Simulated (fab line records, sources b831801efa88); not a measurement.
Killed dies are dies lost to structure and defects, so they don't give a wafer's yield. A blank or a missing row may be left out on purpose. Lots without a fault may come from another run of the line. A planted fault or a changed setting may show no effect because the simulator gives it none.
Split-lot experiment | flow sfq_line | 5 lots, 27 wafers read, on a route of 325 steps

THE SPLIT
At SFQ_TRILAYER_M6_ETCH_METAL_ETCH_162 (etches Nb in Cl2/Ar, stops on SiO2, target depth 240 nm, time 120 s), the setting time_s was moved away from the recipe's 120 s on 9 of the 27 wafers read, by -55.8% to +57.0%. The other wafers ran this setting at the recipe's value.

The reading is taken at the split's own step.

THE READING
KrF_of_TRILAYER_M6_LITHO_COAT_159.thk_nm (the simulator's own value, which no gauge read), in nm, at SFQ_TRILAYER_M6_ETCH_METAL_ETCH_162 (etches Nb in Cl2/Ar, stops on SiO2, target depth 240 nm, time 120 s). The file gives no usual value for it. The 18 wafers here that ran the recipe average 379.1 nm, standard deviation 4.6 nm.

wafer  | tool, chamber at the split | time_s as run, s | against the recipe | KrF_of_TRILAYER_M6_LITHO_COAT_159.thk_nm, nm | against lot-mates on the recipe
L074.1 | rie_metal-01, 0            | 53.08            | -55.8%             | 465                                          | +78.1
L074.2 | rie_metal-01, 1            | 53.08            | -55.8%             | 462.7                                        | +75.8
L074.3 | rie_metal-01, 0            | 120              | recipe             | 388.9                                        | -
L074.4 | rie_metal-01, 1            | 53.08            | -55.8%             | 464                                          | +77.1
L074.5 | rie_metal-01, 0            | 120              | recipe             | 386.4                                        | -
L074.6 | rie_metal-01, 1            | 120              | recipe             | 385.3                                        | -
L077.1 | rie_metal-03, 1            | 120              | recipe             | 372                                          | -
L077.2 | rie_metal-03, 0            | 120              | recipe             | 374.3                                        | -
L077.3 | rie_metal-03, 0            | 188.4            | +57.0%             | 293.6                                        | -81.0
L077.4 | rie_metal-03, 1            | 188.4            | +57.0%             | 288.1                                        | -86.5
L077.5 | rie_metal-03, 0            | 120              | recipe             | 377.6                                        | -
L077.6 | rie_metal-03, 1            | 188.4            | +57.0%             | 288.3                                        | -86.3
L078.1 | rie_metal-04, 0            | 120              | recipe             | 375.2                                        | -
L078.2 | rie_metal-04, 1            | 100.6            | -16.2%             | 399.3                                        | +21.4
L078.3 | rie_metal-04, 0            | 100.6            | -16.2%             | 396.9                                        | +19.0
L078.4 | rie_metal-04, 1            | 120              | recipe             | 379.5                                        | -
L078.5 | rie_metal-04, 1            | 120              | recipe             | 379.1                                        | -
L078.6 | rie_metal-04, 0            | 100.6            | -16.2%             | 398.8                                        | +20.9
L079.1 | rie_metal-03, 0            | 120              | recipe             | 382.8                                        | -
L079.2 | rie_metal-03, 1            | 120              | recipe             | 377.2                                        | -
L079.3 | rie_metal-03, 0            | 120              | recipe             | 380.8                                        | -
L079.4 | rie_metal-03, 1            | 120              | recipe             | 376.6                                        | -
L079.5 | rie_metal-03, 1            | 120              | recipe             | 376.1                                        | -
L079.6 | rie_metal-03, 0            | 120              | recipe             | 379.1                                        | -
L084.2 | rie_metal-04, 0            | 120              | recipe             | 373.2                                        | -
L084.3 | rie_metal-04, 1            | 120              | recipe             | 383.6                                        | -
L084.4 | rie_metal-04, 0            | 120              | recipe             | 376.2                                        | -

THE FIT
A straight line over all 27 wafers: KrF_of_TRILAYER_M6_LITHO_COAT_159.thk_nm changes by -1.53 nm for each +1% of time_s; r = -0.99; the points scatter about the line by 4.4 nm.
The same after taking each lot's own level away (the mean of its wafers on the recipe; 27 wafers): -1.43 nm for each +1%; r = -1.00; scatter 2.8 nm.
On that fit, the largest move of time_s shifts the reading by 81 nm.
The lots' own levels span 374.63 to 386.87 nm, that is 2.7 times the standard deviation above.
So the lot-to-lot level changes the slope little: the two slopes agree.
Check: with one of the wafers moved furthest among these (+57.0%) left out of the fit, the line predicts -82.8 nm for it against its lot-mates. It came out at -81 nm against them.

OTHER SPLITS ON THESE WAFERS
These wafers also went through other splits before the reading. Each is held against what the fit with the lots' levels taken away leaves over:
other split on the same wafers                  | wafers away from the commonest value | r with KrF_of_TRILAYER_M6_LITHO_COAT_159.thk_nm (lot level and that fit taken away)
SFQ_TRILAYER_M5_BARC_OPEN_METAL_ETCH_161 time_s | 9                                    | +0.02
SFQ_TRILAYER_R5_ETCH_METAL_ETCH_139 time_s      | 9                                    | -0.07

THE WHOLE CHAIN: every reading that the file lists as answering this split, in the file's order
step                                | what it does                                                        | reading                                                                                   | change (the file's fit)                                                              | r (the file's)
SFQ_TRILAYER_M6_ETCH_METAL_ETCH_162 | etches Nb in Cl2/Ar, stops on SiO2, target depth 240 nm, time 120 s | M6.feature_depth_nm (the simulator's own value, which no gauge read)                      | not straight: 103.7 at the lowest setting, 199.8 at the recipe, 215.7 at the highest | not given
SFQ_TRILAYER_M6_ETCH_METAL_ETCH_162 | etches Nb in Cl2/Ar, stops on SiO2, target depth 240 nm, time 120 s | KrF_of_TRILAYER_M6_LITHO_COAT_159.thk_nm (the simulator's own value, which no gauge read) | -1.43 nm for each +1% of the setting                                                 | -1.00

THE FILE'S OWN FIT
KrF_of_TRILAYER_M6_LITHO_COAT_159.thk_nm changes by -1.43 nm for each +1% of time_s, r = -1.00.
